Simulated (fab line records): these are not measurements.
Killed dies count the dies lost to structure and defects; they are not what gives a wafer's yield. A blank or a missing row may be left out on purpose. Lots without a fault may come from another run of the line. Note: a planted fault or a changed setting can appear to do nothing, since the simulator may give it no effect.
fab line records + flow sky130
record:
- lots: 5
- wafers: 14
- last_day: 50
route steps=708 shown CONTACT@418 PAD_OPEN@708
lots that met no fault: taken from a fault-free run of the same line
start_h: hours from the record's first day to the start of the lot's first wafer shown + wait_h: hours since the lot's step before + " same as the row above + L1.1+2: a row that stands for several wafers + - no value present, or no start provided + * or withheld: withheld + < > ~ a bound
route shown NAME@n: names a module that has steps shown in the file, with the first one's number in the route + usual: mean/standard deviation taken from wafers without a fault + same: alike in all rows + chamber/n: place in a boat + sites: the reading at each site + _std_site: the standard deviation of these + _edge_site: mean of outer sites minus mean of inner sites + radius_mm: for every site, how far away it sits from the centre of the wafer + mask NAME#n: copy n + behind: the tool/chamber that last shaped the wafer + hold: what put the lot on hold/how long, in hours/how the hold closed + device: names the non-switching transistor (n, p or np) + end of line: tests of these same wafers at the route's end + a step given without rows: its recipe and nothing more + killed: dies lost to structure and defects at the first sort, not the wafer's yield + map: shows each die of a wafer: x if killed, . if not, _ if none is there
set.NAME: setting as actually run; set.NAME@STEP: the setting as run at that earlier step + model.NAME: the simulator's own value behind a step, which no gauge read
lots at some steps of the route; a table a step, a row a wafer
services: a tool's chamber out of use, with start hour (start_h, from the record's first day; less than 0 if before it), hours out, and reason
== steps ==
step: SKY_CONTACT_PEB_12
recipe:
- peb_temp_c: withheld
- peb_time_s: withheld
- resist: KrF-thick
step: SKY_CONTACT_DEVELOP_13
recipe:
- develop_time_s: 60
- resist: KrF-thick
- dev_temp_c: 21
step: SKY_CONTACT_CD_MEAS_14
recipe:
- target_cd_nm: 170
usual:
- cd_nm: 170.4/1.5
| lot.wafer | tool      | chamber | start_h | wait_h | cd_nm |
|-----------|-----------|---------|---------|--------|-------|
| L345.2    | cd_sem-01 | -       | 747.85  | -      | 170.3 |
| L345.3    | "         | -       | "       | "      | 170.6 |
| L345.6    | "         | -       | "       | "      | 168.1 |
| L347.2    | cd_sem-02 | -       | 758.95  | -      | 170.1 |
| L347.4    | "         | -       | "       | "      | 170.2 |
| L347.6    | "         | -       | "       | "      | 171.9 |
| L360.3    | cd_sem-01 | -       | 861.02  | -      | 172.1 |
| L360.4    | "         | -       | "       | "      | 172.4 |
| L366.2    | cd_sem-02 | -       | 904.29  | -      | 170.2 |
| L366.3    | "         | -       | "       | "      | 169.5 |
| L366.5    | "         | -       | "       | "      | 170.3 |
| L367.2    | cd_sem-01 | -       | 906.79  | -      | 170.0 |
| L367.3    | "         | -       | "       | "      | 168.7 |
| L367.5    | "         | -       | "       | "      | 168.3 |
step: SKY_CONTACT_OVL_MEAS_15
usual:
- CONTACT_OVL: 1/6
| lot.wafer | tool       | chamber | start_h | wait_h | CONTACT_OVL[nm] |
|-----------|------------|---------|---------|--------|-----------------|
| L345.2    | overlay-02 | -       | 747.96  | 0.1    | -3              |
| L345.3    | "          | -       | "       | "      | 4               |
| L345.6    | "          | -       | "       | "      | 2               |
| L347.2    | overlay-02 | -       | 759.06  | 0.1    | -3              |
| L347.4    | "          | -       | "       | "      | 0               |
| L347.6    | "          | -       | "       | "      | -4              |
| L360.3    | overlay-01 | -       | 861.11  | 0.1    | 1               |
| L360.4    | "          | -       | "       | "      | 4               |
| L366.2    | overlay-01 | -       | 904.40  | 0.1    | 5               |
| L366.3    | "          | -       | "       | "      | 0               |
| L366.5    | "          | -       | "       | "      | -4              |
| L367.2    | overlay-01 | -       | 906.89  | 0.1    | -4              |
| L367.3    | "          | -       | "       | "      | 3               |
| L367.5    | "          | -       | "       | "      | 6               |
step: SKY_CONTACT_ETCH_16
recipe:
- chemistry: N2/H2
- target: BARC
- ion_energy_ev: 200
- source_w: 500
- bias_w: 100
- pressure_mtorr: 30
- n2_flow_sccm: 100
- h2_flow_sccm: 200
- stop_on: SiO2
- time_s: 45.9
- target_depth_a: 600
usual:
- drypump_motor_current_A: 5.9/0.53
- oes_product_au: 0.855/0.0052
- throttle_valve_pct: 13.225/0.0093
| lot.wafer | tool        | chamber | start_h | wait_h | drypump_motor_current_A | oes_product_au | rf_hours_counter_h | throttle_valve_pct |
|-----------|-------------|---------|---------|--------|-------------------------|----------------|--------------------|--------------------|
| L345.2    | rie_diel-03 | 2       | 747.99  | 0.0    | 6.0                     | 0.855          | 1                  | 13.223             |
| L345.3    | "           | 3       | "       | "      | 5.9                     | 0.852          | 47                 | 13.218             |
| L345.6    | "           | 3       | "       | "      | 5.9                     | 0.847          | -                  | 13.236             |
| L347.2    | rie_diel-03 | 1       | 759.09  | 0.0    | 5.7                     | 0.851          | 10                 | 13.222             |
| L347.4    | "           | 2       | "       | "      | 6.0                     | 0.850          | -                  | 13.231             |
| L347.6    | "           | 0       | "       | "      | 4.8                     | 0.859          | -                  | 13.227             |
| L360.3    | rie_diel-02 | 0       | 861.14  | 0.0    | 6.0                     | 0.861          | 3                  | 13.224             |
| L360.4    | "           | 2       | "       | "      | 5.9                     | 0.861          | 21                 | 13.235             |
| L366.2    | rie_diel-02 | 0       | 904.43  | 0.0    | 6.0                     | 0.853          | 5                  | 13.225             |
| L366.3    | "           | 2       | "       | "      | 5.9                     | 0.853          | 22                 | 13.222             |
| L366.5    | "           | 1       | "       | "      | 5.2                     | 0.856          | -                  | 13.232             |
| L367.2    | rie_diel-04 | 0       | 906.92  | 0.0    | 6.4                     | 0.865          | 7                  | 13.224             |
| L367.3    | "           | 2       | "       | "      | 5.5                     | 0.850          | 2                  | 13.221             |
| L367.5    | "           | 0       | "       | "      | 6.4                     | 0.858          | -                  | 13.223             |
step: SKY_CONTACT_ETCH_17
recipe:
- target: SiO2
- chemistry: C4F8/O2/Ar
- stop_on: Si3N4
- mask_material: KrF-thick
- source_w: 1500
- bias_w: 1200
- pressure_mtorr: 40
- c4f8_flow_sccm: withheld
- O2_flow_sccm: 6
- Ar_flow_sccm: 300
- time_s: withheld
- target_depth_a: 3400
usual:
- oes_product_au: 0.892/0.0049
| lot.wafer | tool        | chamber | start_h | wait_h | oes_product_au |
|-----------|-------------|---------|---------|--------|----------------|
| L345.2    | rie_diel-03 | 2       | 748.03  | 0.0    | 0.892          |
| L345.3    | "           | 3       | "       | "      | 0.890          |
| L345.6    | "           | 3       | "       | "      | 0.893          |
| L347.2    | rie_diel-03 | 1       | 759.13  | 0.0    | 0.889          |
| L347.4    | "           | 2       | "       | "      | 0.886          |
| L347.6    | "           | 0       | "       | "      | 0.886          |
| L360.3    | rie_diel-02 | 0       | 861.18  | 0.0    | 0.893          |
| L360.4    | "           | 2       | "       | "      | 0.885          |
| L366.2    | rie_diel-02 | 0       | 904.47  | 0.0    | 0.896          |
| L366.3    | "           | 2       | "       | "      | 0.895          |
| L366.5    | "           | 1       | "       | "      | 0.889          |
| L367.2    | rie_diel-04 | 0       | 906.96  | 0.0    | 0.896          |
| L367.3    | "           | 2       | "       | "      | 0.889          |
| L367.5    | "           | 0       | "       | "      | 0.897          |
step: SKY_CONTACT_ETCH_18
recipe:
- target: Si3N4
- chemistry: CHF3/O2
- stop_on: TiN
- source_w: 600
- bias_w: 200
- pressure_mtorr: 40
- chf3_flow_sccm: 50
- O2_flow_sccm: 5
- time_s: 39
- target_depth_a: 750
usual:
- drypump_motor_current_A: 5.9/0.54
- oes_product_au: 0.852/0.0079
- throttle_valve_pct: 8.794/0.0085
| lot.wafer | tool        | chamber | start_h | wait_h | drypump_motor_current_A | oes_product_au | rf_hours_counter_h | throttle_valve_pct |
|-----------|-------------|---------|---------|--------|-------------------------|----------------|--------------------|--------------------|
| L345.2    | rie_diel-03 | 2       | -       | -      | 6.0                     | 0.854          | 1                  | 8.787              |
| L345.3    | "           | 3       | "       | "      | 5.9                     | 0.851          | 47                 | 8.797              |
| L345.6    | "           | 3       | "       | "      | 5.9                     | 0.858          | -                  | 8.785              |
| L347.2    | rie_diel-03 | 1       | -       | -      | 5.7                     | 0.845          | 11                 | 8.792              |
| L347.4    | "           | 2       | "       | "      | 6.0                     | 0.854          | -                  | 8.798              |
| L347.6    | "           | 0       | "       | "      | 4.8                     | 0.845          | -                  | 8.788              |
| L360.3    | rie_diel-02 | 0       | -       | -      | 6.0                     | 0.848          | 3                  | 8.783              |
| L360.4    | "           | 2       | "       | "      | 5.9                     | 0.845          | 21                 | 8.792              |
| L366.2    | rie_diel-02 | 0       | -       | -      | 6.0                     | 0.847          | 5                  | 8.784              |
| L366.3    | "           | 2       | "       | "      | 5.9                     | 0.842          | 22                 | 8.793              |
| L366.5    | "           | 1       | "       | "      | 5.2                     | 0.860          | -                  | 8.780              |
| L367.2    | rie_diel-04 | 0       | -       | -      | 6.4                     | 0.851          | 7                  | 8.803              |
| L367.3    | "           | 2       | "       | "      | 5.5                     | 0.852          | 3                  | 8.800              |
| L367.5    | "           | 0       | "       | "      | 6.4                     | 0.866          | -                  | 8.786              |
step: SKY_CONTACT_STRIP_19
recipe:
- chemistry: O2/N2
- power_w: 1400
- pressure_mtorr: 1500
- platen_temp_c: withheld
- o2_flow_sccm: 3000
- n2_flow_sccm: 300
- overash_fraction: 0.5
usual:
- drypump_motor_current_A: 6.1/0.48
- oes_product_au: 0.381/0.0044
- strip_time_to_endpoint_s: 3.617/0.027
| lot.wafer | tool            | chamber | start_h | wait_h | drypump_motor_current_A | oes_product_au | rf_hours_counter_h | strip_time_to_endpoint_s |
|-----------|-----------------|---------|---------|--------|-------------------------|----------------|--------------------|--------------------------|
| L345.2    | plasma_asher-02 | 1       | 748.12  | -      | 5.4                     | 0.379          | 0                  | 3.600                    |
| L345.3    | "               | 0       | "       | "      | 5.6                     | 0.387          | -                  | 3.622                    |
| L345.6    | "               | 1       | "       | "      | 5.4                     | 0.382          | -                  | 3.640                    |
| L347.2    | plasma_asher-01 | 0       | 759.22  | -      | 6.6                     | 0.381          | 34                 | 3.592                    |
| L347.4    | "               | 0       | "       | "      | 6.6                     | 0.382          | -                  | 3.594                    |
| L347.6    | "               | 0       | "       | "      | 6.6                     | 0.380          | -                  | 3.603                    |
| L360.3    | plasma_asher-02 | 1       | 861.30  | -      | 5.4                     | 0.379          | -                  | 3.643                    |
| L360.4    | "               | 0       | "       | "      | 5.6                     | 0.380          | -                  | 3.559                    |
| L366.2    | plasma_asher-03 | 1       | 904.56  | -      | 5.9                     | 0.380          | 74                 | 3.647                    |
| L366.3    | "               | 1       | "       | "      | 5.9                     | 0.377          | -                  | 3.582                    |
| L366.5    | "               | 0       | "       | "      | 6.7                     | 0.380          | -                  | 3.629                    |
| L367.2    | plasma_asher-01 | 0       | 907.05  | -      | 6.6                     | 0.388          | 48                 | 3.655                    |
| L367.3    | "               | 0       | "       | "      | 6.6                     | 0.378          | -                  | 3.604                    |
| L367.5    | "               | 1       | "       | "      | 6.0                     | 0.380          | -                  | 3.642                    |
step: SKY_CONTACT_STRIP_20
recipe:
- chemistry: post_etch_residue_remover
- time_s: 1200
- temp_c: 72.5
step: SKY_CONTACT_CLEAN_21
recipe:
- chemistry: IPA
- time_s: 180
- temp_c: 25
step: SKY_CONTACT_CLEAN_22
recipe:
- chemistry: O3/DIW
- dry: n2_spin
step: SKY_CONTACT_SPUTTER_23
recipe:
- material: TiN
- target_thk_nm: 20
- chamber_pressure_pa: 5
- power_w: 4000
- time_s: 80
usual:
- throttle_valve_pct: 29.7/0.81
| lot.wafer | tool           | chamber | start_h | wait_h | throttle_valve_pct |
|-----------|----------------|---------|---------|--------|--------------------|
| L345.2    | pvd_sputter-04 | -       | 748.75  | 0.0    | 29.4               |
| L345.3    | "              | -       | "       | "      | 30.1               |
| L345.6    | "              | -       | "       | "      | 29.1               |
| L347.2    | pvd_sputter-01 | -       | 759.81  | 0.0    | 31.1               |
| L347.4    | "              | -       | "       | "      | 30.1               |
| L347.6    | "              | -       | "       | "      | 29.8               |
| L360.3    | pvd_sputter-04 | -       | 861.87  | 0.0    | 29.6               |
| L360.4    | "              | -       | "       | "      | 30.2               |
| L366.2    | pvd_sputter-03 | -       | 905.28  | 0.0    | 30.4               |
| L366.3    | "              | -       | "       | "      | 31.2               |
| L366.5    | "              | -       | "       | "      | 30.1               |
| L367.2    | pvd_sputter-01 | -       | 907.65  | 0.0    | 29.2               |
| L367.3    | "              | -       | "       | "      | 30.2               |
| L367.5    | "              | -       | "       | "      | 29.1               |
step: SKY_CONTACT_CVD_24
recipe:
- material: W
- target_thk_nm: 340
- time_s: 102.12
- temp_c: 400
- pressure_torr: 40
usual:
- heater_power_w: 894/86
| lot.wafer | tool     | chamber | start_h | wait_h | heater_power_w | model.W_of_CONTACT_CVD_24.thk_nm |
|-----------|----------|---------|---------|--------|----------------|----------------------------------|
| L345.2    | cvd_w-01 | 0       | 748.81  | 0.0    | 907            | 342.4                            |
| L345.3    | "        | 1       | "       | "      | 1005           | 333.1                            |
| L345.6    | "        | 1       | "       | "      | 1003           | 337.7                            |
| L347.2    | cvd_w-02 | 1       | 759.87  | 0.0    | 754            | 340.8                            |
| L347.4    | "        | 0       | "       | "      | 850            | 341.5                            |
| L347.6    | "        | 1       | "       | "      | 760            | 339.9                            |
| L360.3    | cvd_w-02 | 0       | 861.97  | 0.1    | 840            | 340.8                            |
| L360.4    | "        | 1       | "       | "      | 749            | 304.2                            |
| L366.2    | cvd_w-01 | 0       | 905.34  | 0.0    | 923            | 339.1                            |
| L366.3    | "        | 1       | "       | "      | 1002           | 332                              |
| L366.5    | "        | 0       | "       | "      | 921            | 338.9                            |
| L367.2    | cvd_w-01 | 1       | 907.72  | 0.0    | 1020           | 336.2                            |
| L367.3    | "        | 0       | "       | "      | 908            | 339                              |
| L367.5    | "        | 1       | "       | "      | 995            | 333.9                            |
step: SKY_CONTACT_RS_MEAS_25
recipe:
- thk_meas_gauge: four-point-probe
- reads: W_of_CONTACT_CVD_24+TiN_of_CONTACT_SPUTTER_23
usual:
- CONTACT_W_RS: 0.340/0.0032
| lot.wafer | tool          | chamber | start_h | wait_h | CONTACT_W_RS[ohm/sq] |
|-----------|---------------|---------|---------|--------|----------------------|
| L345.2    | film_metro-01 | -       | 748.95  | 0.1    | 0.335                |
| L345.3    | "             | -       | "       | "      | 0.346                |
| L345.6    | "             | -       | "       | "      | 0.341                |
| L347.2    | film_metro-04 | -       | 760.00  | 0.1    | 0.337                |
| L347.4    | "             | -       | "       | "      | 0.336                |
| L347.6    | "             | -       | "       | "      | 0.338                |
| L360.3    | film_metro-04 | -       | 862.08  | 0.1    | 0.337                |
| L360.4    | "             | -       | "       | "      | 0.378                |
| L366.2    | film_metro-01 | -       | 905.47  | 0.1    | 0.339                |
| L366.3    | "             | -       | "       | "      | 0.347                |
| L366.5    | "             | -       | "       | "      | 0.339                |
| L367.2    | film_metro-01 | -       | 907.85  | 0.1    | 0.342                |
| L367.3    | "             | -       | "       | "      | 0.340                |
| L367.5    | "             | -       | "       | "      | 0.344                |
step: SKY_CONTACT_THK_MEAS_26
recipe:
- thk_meas_gauge: xrf
- reads: W_of_CONTACT_CVD_24
usual:
- CONTACT_W_THK: 336/5.2
| lot.wafer | tool          | chamber | start_h | wait_h | CONTACT_W_THK[nm] |
|-----------|---------------|---------|---------|--------|-------------------|
| L345.2    | film_metro-01 | -       | 749.06  | 0.1    | 338               |
| L345.3    | "             | -       | "       | "      | 329               |
| L345.6    | "             | -       | "       | "      | 334               |
| L347.2    | film_metro-04 | -       | 760.11  | 0.1    | 340               |
| L347.4    | "             | -       | "       | "      | 339               |
| L347.6    | "             | -       | "       | "      | 339               |
| L360.3    | film_metro-04 | -       | 862.18  | 0.1    | 343               |
| L360.4    | "             | -       | "       | "      | 305               |
| L366.2    | film_metro-01 | -       | 905.58  | 0.1    | 332               |
| L366.3    | "             | -       | "       | "      | 327               |
| L366.5    | "             | -       | "       | "      | 333               |
| L367.2    | film_metro-01 | -       | 907.96  | 0.1    | 331               |
| L367.3    | "             | -       | "       | "      | 332               |
| L367.5    | "             | -       | "       | "      | 329               |
step: SKY_CONTACT_CMP_27
recipe:
- stop_on: SiO2
- t_overpolish_s: 15
- down_force_psi: 3.5
- platen_rpm: 60
- target_thk_nm: 0
- pad_velocity_m_s: 0.94248
step: SKY_PAD_OPEN_PROBE_99
usual:
- killed_at_M0_to_M3: 42/7.3
- killed_at_M4_up: 3.2/1.8
- killed_at_contacts: 25/5.2
- killed_at_front_end: 15/4.6
- killed_at_other: 0.3/0.62
- killed_dies: 85/9.9
- killed_open: 46/7.1
- killed_short: 38/5.7
same:
- gross_dies: 492
- killed_at_back_side: 0
| lot.wafer | tool      | chamber | start_h | wait_h | killed_at_M0_to_M3 | killed_at_M4_up | killed_at_contacts | killed_at_front_end | killed_at_other | killed_dies | killed_open | killed_short |
|-----------|-----------|---------|---------|--------|--------------------|-----------------|--------------------|---------------------|-----------------|-------------|-------------|--------------|
| L345.2    | prober-02 | -       | 1086.17 | 0.1    | 41                 | 2               | 26                 | 20                  | 0               | 89          | 46          | 43           |
| L345.3    | prober-02 | -       | 1086.22 | 0.2    | 34                 | 2               | 33                 | 15                  | 0               | 84          | 46          | 38           |
| L345.6    | prober-02 | -       | 1086.37 | 0.2    | 38                 | 2               | 25                 | 16                  | 0               | 81          | 48          | 33           |
| L360.3    | prober-02 | -       | 1168.82 | 0.2    | 39                 | 4               | 28                 | 15                  | 0               | 86          | 52          | 34           |
| L360.4    | prober-02 | -       | 1168.87 | 0.2    | 29                 | 5               | 32                 | 7                   | 0               | 73          | 38          | 35           |
| L366.2    | prober-02 | -       | 1195.69 | 0.1    | 52                 | 5               | 28                 | 6                   | 0               | 91          | 48          | 43           |
| L366.3    | prober-02 | -       | 1195.74 | 0.2    | 39                 | 3               | 24                 | 13                  | 0               | 79          | 47          | 32           |
| L366.5    | prober-02 | -       | 1195.84 | 0.2    | 33                 | 3               | 26                 | 19                  | 1               | 82          | 42          | 38           |
| L367.2    | prober-01 | -       | 1197.10 | 0.1    | 49                 | 2               | 23                 | 15                  | 0               | 89          | 59          | 30           |
| L367.3    | prober-01 | -       | 1197.15 | 0.2    | 38                 | 5               | 17                 | 15                  | 0               | 75          | 37          | 38           |
| L367.5    | prober-01 | -       | 1197.25 | 0.2    | 42                 | 3               | 29                 | 14                  | 0               | 88          | 51          | 37           |
killed by level:class
L345.2 VIA1:geometric_particle:open=11 CONTACT:geometric_particle:open=9 CONTACT:geometric_particle:short=7 FIELD_ISO:geometric_particle:short=6 POLY_GATE:geometric_particle:short=5 VIA3:geometric_particle:open=5 METAL2:geometric_particle:short=5 METAL3:geometric_particle:short=5
L345.3 LI_CONTACT:geometric_particle:open=12 CONTACT:geometric_particle:open=11 VIA1:geometric_particle:open=9 CONTACT:geometric_particle:short=7 METAL1:geometric_particle:short=7 FIELD_ISO:geometric_particle:short=4 POLY_GATE:geometric_particle:short=4 POLY_GATE:geometric_particle:open=4
L345.6 VIA1:geometric_particle:open=10 CONTACT:geometric_particle:short=9 CONTACT:geometric_particle:open=8 VIA3:geometric_particle:open=8 METAL1:geometric_particle:short=6 LI_CONTACT:geometric_particle:open=4 LOCAL_INTERCONNECT:geometric_particle:short=4 FIELD_ISO:geometric_particle:open=3
L360.3 CONTACT:geometric_particle:open=13 FIELD_ISO:geometric_particle:open=8 VIA3:geometric_particle:open=8 VIA1:geometric_particle:open=8 LI_CONTACT:geometric_particle:open=6 METAL1:geometric_particle:short=4 VIA1:geometric_particle:short=4 METAL2:geometric_particle:short=4
L360.4 CONTACT:geometric_particle:open=11 LI_CONTACT:geometric_particle:open=8 VIA3:geometric_particle:open=7 LOCAL_INTERCONNECT:geometric_particle:short=6 CONTACT:geometric_particle:short=6 VIA2:geometric_particle:open=6 METAL4:geometric_particle:short=4 FIELD_ISO:geometric_particle:short=3
L366.2 VIA1:geometric_particle:open=15 CONTACT:geometric_particle:open=10 LOCAL_INTERCONNECT:geometric_particle:short=8 VIA1:geometric_particle:short=7 VIA2:geometric_particle:open=7 METAL2:geometric_particle:short=5 LI_CONTACT:geometric_particle:open=4 VIA3:geometric_particle:short=4
L366.3 CONTACT:geometric_particle:open=10 LI_CONTACT:geometric_particle:open=8 VIA1:geometric_particle:short=7 VIA1:geometric_particle:open=6 VIA3:geometric_particle:open=5 VIA2:geometric_particle:open=5 FIELD_ISO:geometric_particle:open=4 METAL2:geometric_particle:short=4
L366.5 LI_CONTACT:geometric_particle:open=8 CONTACT:geometric_particle:open=6 VIA1:geometric_particle:open=6 VIA2:geometric_particle:open=6 FIELD_ISO:geometric_particle:short=5 CONTACT:geometric_particle:short=5 FIELD_ISO:geometric_particle:open=4 METAL3:geometric_particle:short=4
L367.2 VIA1:geometric_particle:open=15 CONTACT:geometric_particle:open=9 VIA2:geometric_particle:open=9 LI_CONTACT:geometric_particle:open=8 VIA1:geometric_particle:short=5 POLY_GATE:geometric_particle:open=4 POLY_GATE:geometric_particle:short=4 CONTACT:geometric_particle:short=4
L367.3 CONTACT:geometric_particle:open=6 VIA1:geometric_particle:open=6 VIA3:geometric_particle:open=6 VIA2:geometric_particle:open=5 METAL1:geometric_particle:short=5 VIA1:geometric_particle:short=5 FIELD_ISO:geometric_particle:open=4 SPACER:geometric_particle:short=4
L367.5 CONTACT:geometric_particle:open=14 VIA1:geometric_particle:open=9 VIA2:geometric_particle:open=7 VIA3:geometric_particle:open=6 FIELD_ISO:geometric_particle:short=5 VIA2:geometric_particle:short=5 LI_CONTACT:geometric_particle:short=4 LI_CONTACT:geometric_particle:open=4
== services ==
| tool            | chamber | start_h | hours | kind           |
|-----------------|---------|---------|-------|----------------|
| plasma_asher-02 | -       | 733.75  | 9.0   | pm             |
| rie_diel-02     | 0       | 743.28  | -     | clean          |
| rie_diel-03     | 3       | 750.63  | 8.4   | repair         |
| plasma_asher-03 | -       | 755.00  | 0.6   | repair         |
| rie_diel-03     | 3       | 759.02  | -     | clean          |
| rie_diel-03     | 3       | 759.02  | 18.2  | scheduled_down |
| rie_diel-03     | 3       | 759.02  | 18.2  | vent_cycle     |
| cvd_w-02        | -       | 763.19  | 2.1   | repair         |
| rie_diel-04     | -       | 772.19  | 1.5   | repair         |
| rie_diel-02     | 1       | 779.88  | 11.5  | repair         |
| cvd_w-01        | -       | 784.96  | 0.7   | repair         |
| cvd_w-01        | -       | 801.45  | 3.0   | repair         |
| rie_diel-04     | 3       | 803.63  | 8.8   | repair         |
| rie_diel-02     | 1       | 813.81  | 6.2   | repair         |
| rie_diel-02     | 1       | 838.07  | 10.5  | repair         |
| rie_diel-04     | 3       | 854.77  | 7.2   | repair         |
| rie_diel-03     | -       | 867.89  | 2.8   | pm             |
| cvd_w-02        | 1       | 878.18  | 4.8   | repair         |
| rie_diel-03     | 3       | 879.13  | 7.8   | repair         |
| rie_diel-03     | 2       | 881.40  | 19.5  | repair         |
| plasma_asher-01 | -       | 882.03  | 5.1   | repair         |
| cvd_w-02        | -       | 904.12  | 14.0  | pm             |
| rie_diel-04     | -       | 905.35  | 0.6   | repair         |
| cvd_w-01        | -       | 905.72  | 0.9   | repair         |
== key ==
first_sign:
- step: SKY_CONTACT_RS_MEAS_25
- reading: CONTACT_W_RS
- direction: up
- sigmas: 12
- usual: 0.340
- struck: 0.378
effect:
- step: SKY_CONTACT_THK_MEAS_26
- reading: CONTACT_W_THK
- direction: down
- sigmas: 5.9
- usual: 336
- struck: 305
model_effect:
- step: SKY_CONTACT_CVD_24
- value: W_of_CONTACT_CVD_24.thk_nm
- without: 340.1
- struck: 304.2
met_at SKY_CONTACT_CVD_24
struck_wafers L360.4
tester_left_out L360
onset_between 759.87 861.97
fault:
- kind: process_parameter_drift
- tool: cvd_w-02
- chamber: -
- onset_h: 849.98
- steps: SKY_CONTACT_CVD_24
- channel: target_thk_nm
- offset: -36.081
- shape: step
- end_h: 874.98
- scope: struck_wafers_only
- acts_in: these_recipes_only
- stated: 340
tester_left_out: of these lots the tester's yield and bins aren't shown, on N5 and GAA mostly nor the transistor test; their killed dies are dies lost to structure and defects alone, not to doping, threshold or leakage, so they don't give the yield
